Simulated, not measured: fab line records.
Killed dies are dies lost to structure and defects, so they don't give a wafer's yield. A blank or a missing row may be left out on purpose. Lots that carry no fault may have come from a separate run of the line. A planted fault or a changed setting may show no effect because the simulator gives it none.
fab line records | flow sky130
record lots=14 | wafers=42 | last-day=50
route steps=708 shown CAPM@541 METAL3@564 VIA3@587
lots with no fault: from the same line, run without faults
start-h: the number of hours between the record's first day and the start of the first shown wafer of the lot | wait-h: hours from the lot's prior step to this one | " the same as in the row above | L1.1+2: a single row standing in for several wafers | - no value, or no start was given | * or withheld: withheld | < > ~ a bound
route shown NAME@n: names a module that has steps shown in the file, with the first one's number in the route | usual: the fault-free wafers' mean and standard deviation | same: alike in all rows | chamber/n: place in a boat | sites: each site's reading | _std_site: standard deviation of those values | _edge_site: the outer-site mean with the inner-site mean subtracted | radius-mm: for every site, how far away it sits from the centre of the wafer | mask NAME#n: copy n | behind: the tool/chamber that last shaped the wafer | hold: reason for holding the lot/hours on hold/outcome of the hold | device: names the non-switching transistor (n, p or np) | end of line: tests of these same wafers at the route's end | a step without rows: its recipe alone | killed: dies that structure and defects cost at the first sort, which is not the same as the wafer's yield | map: the dies of a wafer, with x for killed, . for not killed, _ for no die there
set.NAME: the run value of the setting; set.NAME@STEP: its run value at that earlier step | model.NAME: the simulator's own value behind a step, which no gauge read
the route's steps for a sample of lots (tables are steps, rows are wafers)
services: from which hour (start-h, from the record's first day; less than 0 if before it) a tool's chamber was out of use, for how many hours, and why
## steps
# step SKY_CAPM_THK_MEAS_04
# recipe thk-meas-gauge=xrf | reads=TiN_of_CAPM_SPUTTER_02
# usual CAPM_TIN_THK=199.9/2.9
lot.wafer | tool          | chamber | start-h | wait-h | CAPM_TIN_THK[nm]
L194.1    | film-metro-04 | -       | 843.59  | 0.1    | 197.4
L194.5    | "             | -       | "       | "      | 197.0
L194.6    | "             | -       | "       | "      | 202.7
L195.1    | film-metro-01 | -       | 853.39  | 0.1    | 204.2
L195.2    | "             | -       | "       | "      | 203.8
L195.5    | "             | -       | "       | "      | 204.0
L197.2    | film-metro-01 | -       | 865.81  | 0.1    | 199.5
L197.4    | "             | -       | "       | "      | 197.1
L197.5    | "             | -       | "       | "      | 197.0
L199.2    | film-metro-01 | -       | 885.89  | 0.1    | 192.1
L199.4    | "             | -       | "       | "      | 197.8
L199.5    | "             | -       | "       | "      | 198.0
L200.3    | film-metro-04 | -       | 888.28  | 0.1    | 202.3
L200.5    | "             | -       | "       | "      | 202.4
L200.6    | "             | -       | "       | "      | 203.6
L207.2    | film-metro-04 | -       | 944.47  | 0.1    | 202.2
L207.5    | "             | -       | "       | "      | 206.1
L207.6    | "             | -       | "       | "      | 205.9
L208.1    | film-metro-04 | -       | 948.13  | 0.1    | 199.2
L208.2    | "             | -       | "       | "      | 199.2
L208.5    | "             | -       | "       | "      | 199.2
L209.2    | film-metro-02 | -       | 986.95  | 0.1    | 195.8
L209.3    | "             | -       | "       | "      | 197.5
L209.5    | "             | -       | "       | "      | 198.0
L210.3    | film-metro-02 | -       | 990.92  | 0.1    | 202.8
L210.4    | "             | -       | "       | "      | 201.3
L210.6    | "             | -       | "       | "      | 195.2
L211.1    | film-metro-02 | -       | 995.41  | 0.1    | 195.0
L211.3    | "             | -       | "       | "      | 194.4
L211.4    | "             | -       | "       | "      | 195.3
L215.2    | film-metro-02 | -       | 997.15  | 0.1    | 200.5
L215.3    | "             | -       | "       | "      | 198.4
L215.5    | "             | -       | "       | "      | 198.0
L214.2    | film-metro-02 | -       | 997.55  | 0.1    | 200.0
L214.4    | "             | -       | "       | "      | 200.2
L214.6    | "             | -       | "       | "      | 200.2
L216.2    | film-metro-02 | -       | 999.92  | 0.1    | 196.9
L216.3    | "             | -       | "       | "      | 197.5
L216.5    | "             | -       | "       | "      | 196.3
L217.2    | film-metro-01 | -       | 1006.66 | 0.1    | 199.9
L217.5    | "             | -       | "       | "      | 200.0
L217.6    | "             | -       | "       | "      | 204.7
# step SKY_METAL3_OVL_MEAS_14
# usual METAL3_OVL=4/5.9
lot.wafer | tool       | chamber | start-h | wait-h | METAL3_OVL[nm]
L194.1    | overlay-02 | -       | 892.98  | 0.1    | -1
L194.5    | "          | -       | "       | "      | 1
L194.6    | "          | -       | "       | "      | -4
L195.1    | overlay-02 | -       | 900.23  | 0.1    | -2
L195.2    | "          | -       | "       | "      | -1
L195.5    | "          | -       | "       | "      | -5
L197.2    | overlay-01 | -       | 914.49  | 0.1    | 7
L197.4    | "          | -       | "       | "      | 13
L197.5    | "          | -       | "       | "      | 6
L199.2    | overlay-02 | -       | 933.03  | 0.1    | 7
L199.4    | "          | -       | "       | "      | 3
L199.5    | "          | -       | "       | "      | 10
L200.3    | overlay-01 | -       | 935.33  | 0.1    | 5
L200.5    | "          | -       | "       | "      | -2
L200.6    | "          | -       | "       | "      | 1
L207.2    | overlay-02 | -       | 991.94  | 0.1    | 3
L207.5    | "          | -       | "       | "      | 7
L207.6    | "          | -       | "       | "      | 1
L208.1    | overlay-01 | -       | 995.68  | 0.1    | -3
L208.2    | "          | -       | "       | "      | -6
L208.5    | "          | -       | "       | "      | 5
L209.2    | overlay-01 | -       | 1031.63 | 0.1    | 18
L209.3    | "          | -       | "       | "      | 16
L209.5    | "          | -       | "       | "      | 5
L210.3    | overlay-01 | -       | 1034.39 | 0.1    | 11
L210.4    | "          | -       | "       | "      | 6
L210.6    | "          | -       | "       | "      | 8
L211.1    | overlay-01 | -       | 1041.07 | 0.1    | -12
L211.3    | "          | -       | "       | "      | -9
L211.4    | "          | -       | "       | "      | -9
L215.2    | overlay-01 | -       | 1041.74 | 0.1    | 5
L215.3    | "          | -       | "       | "      | 6
L215.5    | "          | -       | "       | "      | 2
L214.2    | overlay-02 | -       | 1041.79 | 0.1    | 2
L214.4    | "          | -       | "       | "      | 3
L214.6    | "          | -       | "       | "      | 2
L216.2    | overlay-01 | -       | 1044.98 | 0.1    | 3
L216.3    | "          | -       | "       | "      | -1
L216.5    | "          | -       | "       | "      | 2
L217.2    | overlay-02 | -       | 1051.49 | 0.1    | -5
L217.5    | "          | -       | "       | "      | 1
L217.6    | "          | -       | "       | "      | 3
# step SKY_METAL3_ETCH_17
# recipe target=SiO2 | stop-on=TiN | chemistry=C4F8/O2/Ar | source-w=1500 | bias-w=1200 | pressure-mtorr=40 | c4f8-flow-sccm=withheld | O2_flow_sccm=6 | Ar_flow_sccm=300 | time-s=3.9 | target-depth-a=150
# usual chamber-pressure-mTorr=40.00/0.035 | oes-product-au=0.751/0.0084
lot.wafer | tool        | chamber | start-h | wait-h | chamber-pressure-mTorr | oes-product-au | rf-hours-counter-h
L194.1    | rie-diel-01 | 0       | 893.28  | 0.2    | 40.05                  | 0.761          | 2
L194.5    | "           | 0       | "       | "      | 39.98                  | 0.756          | -
L194.6    | "           | 3       | "       | "      | 40.01                  | 0.753          | -
L195.1    | rie-diel-02 | 1       | 900.53  | 0.2    | 39.97                  | 0.747          | 2
L195.2    | "           | 2       | "       | "      | 40.01                  | 0.742          | 22
L195.5    | "           | 0       | "       | "      | 40.02                  | 0.760          | -
L197.2    | rie-diel-03 | 1       | 914.78  | 0.1    | 40.02                  | 0.752          | 1
L197.4    | "           | 2       | "       | "      | 40.05                  | 0.742          | 8
L197.5    | "           | 2       | "       | "      | 40.05                  | 0.750          | -
L199.2    | rie-diel-03 | 0       | 933.19  | 0.1    | 39.98                  | 0.744          | 10
L199.4    | "           | 1       | "       | "      | 40.05                  | 0.753          | -
L199.5    | "           | 2       | "       | "      | 40.05                  | 0.757          | -
L200.3    | rie-diel-02 | 3       | 935.49  | 0.0    | 39.98                  | 0.759          | 6
L200.5    | "           | 0       | "       | "      | 40.00                  | 0.756          | -
L200.6    | "           | 1       | "       | "      | 40.00                  | 0.760          | -
L207.2    | rie-diel-02 | 1       | 992.10  | 0.1    | 40.05                  | 0.758          | 6
L207.5    | "           | 0       | "       | "      | 40.03                  | 0.753          | -
L207.6    | "           | 3       | "       | "      | 39.96                  | 0.770          | -
L208.1    | rie-diel-01 | 1       | 995.85  | 0.1    | 40.02                  | 0.752          | 22
L208.2    | "           | 3       | "       | "      | 40.02                  | 0.754          | 18
L208.5    | "           | 2       | "       | "      | 39.96                  | 0.757          | -
L209.2    | rie-diel-01 | 3       | 1031.79 | 0.1    | 39.98                  | 0.731          | 19
L209.3    | "           | 2       | "       | "      | 39.99                  | 0.740          | 25
L209.5    | "           | 1       | "       | "      | 40.02                  | 0.741          | -
L210.3    | rie-diel-01 | 0       | 1034.55 | 0.0    | 40.02                  | 0.751          | 6
L210.4    | "           | 1       | "       | "      | 40.05                  | 0.761          | 23
L210.6    | "           | 2       | "       | "      | 40.02                  | 0.761          | -
L211.1    | rie-diel-01 | 3       | 1041.24 | 0.1    | 39.98                  | 0.738          | 19
L211.3    | "           | 1       | "       | "      | 39.95                  | 0.740          | 23
L211.4    | "           | 2       | "       | "      | 40.00                  | 0.750          | 25
L214.2    | rie-diel-02 | 0       | 1041.95 | 0.1    | 40.01                  | 0.754          | 10
L214.4    | "           | 2       | "       | "      | 39.95                  | 0.760          | 28
L214.6    | "           | 2       | "       | "      | 40.01                  | 0.751          | -
L215.2    | rie-diel-03 | 0       | 1042.03 | 0.1    | 39.93                  | 0.766          | 13
L215.3    | "           | 3       | "       | "      | 40.00                  | 0.760          | 3
L215.5    | "           | 1       | "       | "      | 40.04                  | 0.776          | -
L216.2    | rie-diel-02 | 1       | 1045.27 | 0.1    | 39.96                  | 0.747          | 8
L216.3    | "           | 0       | "       | "      | 40.01                  | 0.755          | 10
L216.5    | "           | 1       | "       | "      | 40.04                  | 0.769          | -
L217.2    | rie-diel-03 | 1       | 1051.65 | 0.1    | 40.00                  | 0.734          | 6
L217.5    | "           | 0       | "       | "      | 40.06                  | 0.745          | -
L217.6    | "           | 3       | "       | "      | 40.03                  | 0.756          | -
# step SKY_VIA3_ETCH_14
# recipe chemistry=N2/H2 | target=BARC | ion-energy-ev=200 | source-w=500 | bias-w=100 | pressure-mtorr=30 | n2-flow-sccm=100 | h2-flow-sccm=200 | stop-on=SiO2 | time-s=45.9 | target-depth-a=600
# usual chamber-pressure-mTorr=30.002/0.028 | drypump-motor-current-A=5.6/0.46 | n2-flow-sccm=100.03/0.3 | oes-product-au=0.854/0.0046 | run-length-s=74.3/0.5 | throttle-valve-pct=13.225/0.0093
lot.wafer | tool        | chamber | start-h | wait-h | chamber-pressure-mTorr | drypump-motor-current-A | n2-flow-sccm | oes-product-au | rf-hours-counter-h | run-length-s | throttle-valve-pct
L194.1    | rie-diel-04 | 0       | 918.94  | 0.0    | 30.001                 | 5.5                     | 99.54        | 0.856          | 11                 | 73.3         | 13.214
L194.5    | "           | 1       | "       | "      | 30.031                 | 5.9                     | 100.21       | 0.852          | -                  | 74.1         | 13.205
L194.6    | "           | 2       | "       | "      | 30.007                 | 6.2                     | 100.35       | 0.854          | -                  | 74.2         | 13.239
L195.1    | rie-diel-04 | 0       | 927.86  | 0.0    | 29.972                 | 5.5                     | 100.08       | 0.858          | 11                 | 73.8         | 13.242
L195.2    | "           | 3       | "       | "      | 30.061                 | 5.8                     | 99.72        | 0.866          | 23                 | 74.8         | 13.215
L195.5    | "           | 0       | "       | "      | 30.024                 | 5.5                     | 100.00       | 0.867          | -                  | 73.2         | 13.226
L197.2    | rie-diel-04 | 0       | 941.17  | 0.0    | 30.038                 | 5.4                     | 99.89        | 1.022          | 11                 | 55.1         | 13.219
L197.4    | "           | 2       | "       | "      | 30.014                 | 6.2                     | 100.11       | 1.005          | 4                  | 55.5         | 13.230
L197.5    | "           | 3       | "       | "      | 29.971                 | 5.8                     | 99.84        | 1.007          | -                  | 56.1         | 13.236
L199.2    | rie-diel-01 | 2       | 959.11  | 0.0    | 29.987                 | 4.9                     | 100.07       | 0.847          | 22                 | 74.1         | 13.229
L199.4    | "           | 1       | "       | "      | 30.013                 | 4.8                     | 99.66        | 0.856          | 20                 | 73.7         | 13.236
L199.5    | "           | 1       | "       | "      | 30.019                 | 4.8                     | 100.02       | 0.854          | -                  | 73.6         | 13.233
L200.3    | rie-diel-04 | 0       | 961.01  | 0.0    | 29.984                 | 5.4                     | 100.01       | 1.006          | 12                 | 55.1         | 13.219
L200.5    | "           | 0       | "       | "      | 29.961                 | 5.5                     | 100.27       | 1.008          | -                  | 54.5         | 13.227
L200.6    | "           | 1       | "       | "      | 30.065                 | 5.8                     | 100.52       | 0.981          | -                  | 55.9         | 13.219
L207.2    | rie-diel-01 | 1       | 1016.32 | 0.0    | 29.999                 | 4.8                     | 99.77        | 0.856          | 22                 | 73.8         | 13.214
L207.5    | "           | 1       | "       | "      | 30.047                 | 4.8                     | 99.66        | 0.860          | -                  | 74.2         | 13.214
L207.6    | "           | 0       | "       | "      | 30.016                 | 6.1                     | 99.89        | 0.851          | -                  | 74.8         | 13.224
L208.1    | rie-diel-01 | 3       | 1019.71 | 0.0    | 29.967                 | 5.9                     | 99.98        | 0.851          | 19                 | 74.6         | 13.218
L208.2    | "           | 1       | "       | "      | 29.966                 | 4.8                     | 100.11       | 0.854          | 23                 | 73.9         | 13.223
L208.5    | "           | 0       | "       | "      | 29.998                 | 6.1                     | 100.51       | 0.855          | -                  | 74.1         | 13.225
L209.2    | rie-diel-01 | 3       | 1054.76 | 0.0    | 30.008                 | 5.8                     | 99.84        | 0.850          | 20                 | 74.7         | 13.224
L209.3    | "           | 2       | "       | "      | 30.016                 | 4.9                     | 100.14       | 0.853          | 25                 | 74.1         | 13.221
L209.5    | "           | 0       | "       | "      | 29.987                 | 6.1                     | 99.51        | 0.851          | -                  | 74.4         | 13.220
L210.3    | rie-diel-02 | 0       | 1057.81 | 0.0    | 30.041                 | 5.1                     | 100.06       | 0.854          | 11                 | 74.6         | 13.239
L210.4    | "           | 2       | "       | "      | 29.951                 | 5.7                     | 99.87        | 0.860          | 28                 | 75.3         | 13.220
L210.6    | "           | 2       | "       | "      | 30.008                 | 5.7                     | 99.92        | 0.849          | -                  | 75.0         | 13.208
L211.1    | rie-diel-01 | 3       | 1064.11 | 0.0    | 30.005                 | 5.8                     | 99.57        | 0.849          | 20                 | 74.4         | 13.217
L211.3    | "           | 0       | "       | "      | 29.950                 | 6.1                     | 99.96        | 0.850          | 6                  | 74.3         | 13.234
L211.4    | "           | 1       | "       | "      | 29.983                 | 4.9                     | 99.78        | 0.857          | 24                 | 73.7         | 13.228
L214.2    | rie-diel-04 | 1       | 1064.41 | 0.0    | 30.010                 | 5.9                     | 99.94        | 0.861          | 17                 | 74.2         | 13.214
L214.4    | "           | 2       | "       | "      | 30.049                 | 6.2                     | 100.38       | 0.852          | 7                  | 73.8         | 13.232
L214.6    | "           | 3       | "       | "      | 30.033                 | 5.8                     | 100.01       | 0.846          | -                  | 75.0         | 13.221
L215.2    | rie-diel-02 | 0       | 1065.32 | 0.0    | 29.997                 | 5.1                     | 100.11       | 0.847          | 11                 | 74.5         | 13.209
L215.3    | "           | 1       | "       | "      | 29.988                 | 5.7                     | 99.61        | 0.851          | 9                  | 74.3         | 13.208
L215.5    | "           | 2       | "       | "      | 29.976                 | 5.7                     | 100.11       | 0.859          | -                  | 75.2         | 13.221
L216.2    | rie-diel-04 | 3       | 1068.66 | 0.0    | 30.003                 | 5.9                     | 100.26       | 0.854          | 27                 | 74.7         | 13.231
L216.3    | "           | 0       | "       | "      | 30.056                 | 5.4                     | 99.88        | 0.854          | 15                 | 73.6         | 13.225
L216.5    | "           | 0       | "       | "      | 29.944                 | 5.5                     | 99.32        | 0.857          | -                  | 73.9         | 13.223
L217.2    | rie-diel-04 | 3       | 1074.47 | 0.0    | 30.017                 | 5.9                     | 100.02       | 0.853          | 28                 | 75.1         | 13.216
L217.5    | "           | 0       | "       | "      | 29.999                 | 5.4                     | 99.86        | 0.852          | -                  | 73.7         | 13.222
L217.6    | "           | 3       | "       | "      | 30.043                 | 5.8                     | 100.46       | 0.850          | -                  | 74.8         | 13.220
# step SKY_VIA3_ETCH_15
# recipe target=SiO2 | chemistry=C4F8/O2/Ar | target-depth-nm=507 | stop-on=TiN | mask-material=KrF-thick | source-w=1500 | bias-w=1200 | pressure-mtorr=40 | c4f8-flow-sccm=withheld | O2_flow_sccm=6 | Ar_flow_sccm=300 | time-s=78
# usual chamber-pressure-mTorr=40.00/0.037 | oes-product-au=0.946/0.0055 | run-length-s=106.3/0.51
lot.wafer | tool        | chamber | start-h | wait-h | chamber-pressure-mTorr | oes-product-au | run-length-s
L194.1    | rie-diel-04 | 0       | 918.98  | 0.0    | 40.02                  | 0.944          | 105.4
L194.5    | "           | 1       | "       | "      | 40.04                  | 0.946          | 106.3
L194.6    | "           | 2       | "       | "      | 39.98                  | 0.947          | 106.0
L195.1    | rie-diel-04 | 0       | 927.90  | 0.0    | 39.97                  | 0.952          | 105.2
L195.2    | "           | 3       | "       | "      | 40.06                  | 0.939          | 106.8
L195.5    | "           | 0       | "       | "      | 40.04                  | 0.953          | 105.5
L197.2    | rie-diel-04 | 0       | 941.21  | 0.0    | 40.00                  | 0.372          | 105.2
L197.4    | "           | 2       | "       | "      | 39.99                  | 0.378          | 106.3
L197.5    | "           | 3       | "       | "      | 39.95                  | 0.368          | 107.5
L199.2    | rie-diel-01 | 2       | 959.15  | 0.0    | 40.04                  | 0.948          | 106.6
L199.4    | "           | 1       | "       | "      | 40.02                  | 0.952          | 105.7
L199.5    | "           | 1       | "       | "      | 39.92                  | 0.947          | 105.7
L200.3    | rie-diel-04 | 0       | 961.05  | 0.0    | 39.96                  | 0.373          | 105.4
L200.5    | "           | 0       | "       | "      | 40.03                  | 0.376          | 105.4
L200.6    | "           | 1       | "       | "      | 40.08                  | 0.374          | 106.0
L207.2    | rie-diel-01 | 1       | 1016.36 | 0.0    | 40.01                  | 0.939          | 105.9
L207.5    | "           | 1       | "       | "      | 40.01                  | 0.948          | 105.9
L207.6    | "           | 0       | "       | "      | 40.00                  | 0.946          | 106.3
L208.1    | rie-diel-01 | 3       | 1019.75 | 0.0    | 40.03                  | 0.950          | 107.0
L208.2    | "           | 1       | "       | "      | 40.06                  | 0.951          | 105.6
L208.5    | "           | 0       | "       | "      | 40.01                  | 0.953          | 106.2
L209.2    | rie-diel-01 | 3       | 1054.80 | 0.0    | 39.99                  | 0.941          | 106.7
L209.3    | "           | 2       | "       | "      | 39.96                  | 0.947          | 106.5
L209.5    | "           | 0       | "       | "      | 40.06                  | 0.951          | 106.3
L210.3    | rie-diel-02 | 0       | 1057.85 | 0.0    | 40.03                  | 0.945          | 106.4
L210.4    | "           | 2       | "       | "      | 39.97                  | 0.948          | 106.9
L210.6    | "           | 2       | "       | "      | 40.10                  | 0.948          | 107.1
L211.1    | rie-diel-01 | 3       | 1064.15 | 0.0    | 39.99                  | 0.957          | 106.5
L211.3    | "           | 0       | "       | "      | 39.98                  | 0.942          | 106.6
L211.4    | "           | 1       | "       | "      | 40.04                  | 0.944          | 105.9
L214.2    | rie-diel-04 | 1       | 1064.45 | 0.0    | 39.95                  | 0.943          | 106.3
L214.4    | "           | 2       | "       | "      | 39.97                  | 0.948          | 105.9
L214.6    | "           | 3       | "       | "      | 40.05                  | 0.949          | 107.1
L215.2    | rie-diel-02 | 0       | 1065.36 | 0.0    | 40.00                  | 0.946          | 106.7
L215.3    | "           | 1       | "       | "      | 39.97                  | 0.945          | 106.0
L215.5    | "           | 2       | "       | "      | 40.00                  | 0.945          | 107.0
L216.2    | rie-diel-04 | 3       | 1068.70 | 0.0    | 40.01                  | 0.942          | 107.1
L216.3    | "           | 0       | "       | "      | 39.94                  | 0.957          | 105.4
L216.5    | "           | 0       | "       | "      | 39.97                  | 0.946          | 105.3
L217.2    | rie-diel-04 | 3       | 1074.51 | 0.0    | 39.95                  | 0.945          | 106.9
L217.5    | "           | 0       | "       | "      | 39.96                  | 0.941          | 105.9
L217.6    | "           | 3       | "       | "      | 40.03                  | 0.943          | 107.1
# step SKY_VIA3_STRIP_16
# recipe chemistry=O2/N2 | power-w=1400 | pressure-mtorr=1500 | platen-temp-c=withheld | o2-flow-sccm=3000 | n2-flow-sccm=300 | overash-fraction=0.5
# usual chamber-pressure-mTorr=1500.0/1.4 | drypump-motor-current-A=5.5/0.35 | n2-flow-sccm=300.0/0.92 | oes-product-au=0.402/0.0049 | strip-time-to-endpoint-s=4.12/0.033
# same overash-fraction=0.5
lot.wafer | tool            | chamber | start-h | wait-h | chamber-pressure-mTorr | drypump-motor-current-A | n2-flow-sccm | oes-product-au | rf-hours-counter-h | strip-time-to-endpoint-s
L194.1    | plasma-asher-04 | 0       | 919.04  | 0.0    | 1502.9                 | 5.6                     | 300.8        | 0.392          | 79                 | 4.08
L194.5    | "               | 0       | "       | "      | 1499.7                 | 5.6                     | 300.1        | 0.407          | -                  | 4.12
L194.6    | "               | 1       | "       | "      | 1498.8                 | 5.4                     | 301.1        | 0.405          | -                  | 4.07
L195.1    | plasma-asher-02 | 0       | 927.96  | 0.0    | 1499.4                 | 5.9                     | 300.6        | 0.394          | 112                | 4.09
L195.2    | "               | 1       | "       | "      | 1500.6                 | 5.6                     | 297.7        | 0.398          | 112                | 4.13
L195.5    | "               | 1       | "       | "      | 1498.8                 | 5.5                     | 298.3        | 0.402          | -                  | 4.12
L197.2    | plasma-asher-04 | 0       | 941.27  | 0.0    | 1500.6                 | 5.6                     | 299.3        | 0.404          | 82                 | 4.30
L197.4    | "               | 1       | "       | "      | 1501.3                 | 5.4                     | 299.6        | 0.409          | -                  | 4.27
L197.5    | "               | 0       | "       | "      | 1498.3                 | 5.6                     | 297.9        | 0.417          | -                  | 4.29
L199.2    | plasma-asher-03 | 1       | 959.21  | 0.0    | 1498.4                 | 5.9                     | 298.9        | 0.407          | 22                 | 4.14
L199.4    | "               | 1       | "       | "      | 1498.8                 | 5.9                     | 298.8        | 0.406          | -                  | 4.15
L199.5    | "               | 0       | "       | "      | 1501.1                 | 4.8                     | 299.1        | 0.404          | -                  | 4.15
L200.3    | plasma-asher-03 | 1       | 961.14  | 0.1    | 1497.8                 | 5.8                     | 300.4        | 0.414          | -                  | 4.27
L200.5    | "               | 1       | "       | "      | 1500.7                 | 5.8                     | 299.9        | 0.412          | -                  | 4.29
L200.6    | "               | 0       | "       | "      | 1498.8                 | 4.8                     | 299.8        | 0.416          | -                  | 4.33
L207.2    | plasma-asher-04 | 1       | 1016.42 | 0.0    | 1501.0                 | 5.4                     | 300.5        | 0.407          | 89                 | 4.16
L207.5    | "               | 1       | "       | "      | 1499.5                 | 5.4                     | 301.7        | 0.412          | -                  | 4.15
L207.6    | "               | 0       | "       | "      | 1499.3                 | 5.6                     | 300.2        | 0.395          | -                  | 4.12
L208.1    | plasma-asher-04 | 1       | 1019.81 | 0.0    | 1500.0                 | 5.4                     | 298.3        | 0.406          | 90                 | 4.14
L208.2    | "               | 0       | "       | "      | 1499.7                 | 5.6                     | 299.6        | 0.394          | 90                 | 4.12
L208.5    | "               | 1       | "       | "      | 1498.7                 | 5.4                     | 299.2        | 0.399          | -                  | 4.09
L209.2    | plasma-asher-03 | 1       | 1054.86 | 0.0    | 1501.8                 | 5.8                     | 300.7        | 0.409          | 32                 | 4.20
L209.3    | "               | 0       | "       | "      | 1499.8                 | 4.8                     | 300.8        | 0.397          | -                  | 4.12
L209.5    | "               | 0       | "       | "      | 1502.0                 | 4.8                     | 299.9        | 0.395          | -                  | 4.10
L210.3    | plasma-asher-03 | 1       | 1057.94 | 0.1    | 1501.2                 | 5.9                     | 299.8        | 0.397          | -                  | 4.15
L210.4    | "               | 0       | "       | "      | 1501.0                 | 4.9                     | 301.3        | 0.405          | -                  | 4.08
L210.6    | "               | 0       | "       | "      | 1500.4                 | 4.8                     | 303.0        | 0.397          | -                  | 4.10
L211.1    | plasma-asher-04 | 0       | 1064.21 | 0.0    | 1498.1                 | 5.6                     | 301.1        | 0.407          | 94                 | 4.17
L211.3    | "               | 0       | "       | "      | 1498.3                 | 5.6                     | 300.4        | 0.401          | -                  | 4.12
L211.4    | "               | 1       | "       | "      | 1499.0                 | 5.4                     | 299.9        | 0.406          | -                  | 4.13
L214.2    | plasma-asher-02 | 0       | 1064.51 | 0.0    | 1499.9                 | 5.8                     | 299.1        | 0.406          | 0                  | 4.12
L214.4    | "               | 1       | "       | "      | 1498.1                 | 5.5                     | 299.4        | 0.401          | -                  | 4.09
L214.6    | "               | 1       | "       | "      | 1499.6                 | 5.5                     | 300.0        | 0.403          | -                  | 4.09
L215.2    | plasma-asher-04 | 1       | 1065.42 | 0.0    | 1500.1                 | 5.4                     | 299.6        | 0.397          | 94                 | 4.15
L215.3    | "               | 1       | "       | "      | 1500.2                 | 5.4                     | 300.7        | 0.402          | -                  | 4.14
L215.5    | "               | 0       | "       | "      | 1500.4                 | 5.6                     | 300.5        | 0.400          | -                  | 4.13
L216.2    | plasma-asher-02 | 1       | 1068.76 | 0.0    | 1500.7                 | 5.5                     | 298.9        | 0.400          | 1                  | 4.07
L216.3    | "               | 1       | "       | "      | 1499.3                 | 5.5                     | 299.0        | 0.401          | -                  | 4.10
L216.5    | "               | 1       | "       | "      | 1499.2                 | 5.5                     | 299.5        | 0.404          | -                  | 4.10
L217.2    | plasma-asher-02 | 0       | 1074.57 | 0.0    | 1498.0                 | 5.9                     | 300.2        | 0.405          | 1                  | 4.07
L217.5    | "               | 0       | "       | "      | 1498.6                 | 5.8                     | 299.8        | 0.394          | -                  | 4.09
L217.6    | "               | 1       | "       | "      | 1498.6                 | 5.6                     | 299.7        | 0.404          | -                  | 4.10
## services
tool            | chamber | start-h | hours | kind
rie-diel-01     | 2       | 880.94  | 21.7  | repair
rie-diel-03     | 2       | 884.18  | 3.3   | repair
rie-diel-03     | 2       | 891.33  | 4.2   | repair
rie-diel-01     | 0       | 897.40  | 9.5   | repair
rie-diel-03     | -       | 908.74  | 0.5   | repair
rie-diel-01     | 1       | 912.17  | 9.8   | repair
rie-diel-04     | -       | 920.11  | 7.0   | repair
rie-diel-03     | 3       | 923.65  | -     | clean
rie-diel-03     | 3       | 923.65  | -     | consumable-replace:showerhead
rie-diel-03     | 3       | 923.65  | 19.0  | scheduled-down
rie-diel-03     | 1       | 935.51  | 2.7   | repair
rie-diel-01     | 1       | 942.67  | 14.7  | repair
rie-diel-03     | -       | 954.04  | 1.1   | repair
rie-diel-02     | 0       | 973.59  | 4.4   | repair
rie-diel-01     | 0       | 979.43  | 36.3  | repair
rie-diel-01     | -       | 980.64  | 2.8   | pm
rie-diel-02     | 1       | 1000.80 | 5.6   | repair
plasma-asher-02 | -       | 1004.53 | 6.1   | repair
rie-diel-02     | 0       | 1010.48 | 22.9  | repair
rie-diel-03     | -       | 1028.30 | 0.7   | repair
rie-diel-03     | 2       | 1044.13 | 3.0   | repair
plasma-asher-02 | -       | 1044.82 | 2.9   | repair
plasma-asher-02 | -       | 1055.25 | 9.0   | pm
plasma-asher-04 | -       | 1069.21 | 1.1   | repair
## key
first-sign step=SKY_VIA3_ETCH_14 | reading=run-length-s | direction=down | sigmas=38 | usual=* | struck=*
effect step=SKY_VIA3_ETCH_14 | reading=oes-product-au | direction=up | sigmas=33 | usual=0.854 | struck=1.005
effect step=SKY_VIA3_ETCH_15 | reading=oes-product-au | direction=down | sigmas=99+ | usual=0.946 | struck=0.373
effect step=SKY_VIA3_STRIP_16 | reading=strip-time-to-endpoint-s | direction=up | sigmas=5.1 | usual=* | struck=*
met-at SKY_VIA3_ETCH_14
struck-lots L197,L200
later-rows-left-out L197.2,L197.4,L197.5,L200.3,L200.5,L200.6
sort-left-out L197.2,L197.4,L197.5,L200.3,L200.5,L200.6
not-acting-at SKY_CAPM_THK_MEAS_04,SKY_METAL3_OVL_MEAS_14,SKY_METAL3_ETCH_17
onset-between 927.86 941.17
fault kind=process-parameter-drift | tool=rie-diel-04 | chamber=- | onset-h=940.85 | steps=SKY_VIA3_ETCH_14 | channel=time-s | offset=* | shape=step | end-h=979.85 | acts-in=* | stated=*
# sort-left-out: the simulated sort isn't trusted on such a fault, so these wafers' sort isn't shown, and their yield isn't known
# later-rows-left-out: the simulator's readings of these wafers behind a module that went badly wrong aren't trusted and aren't shown, but for the sort
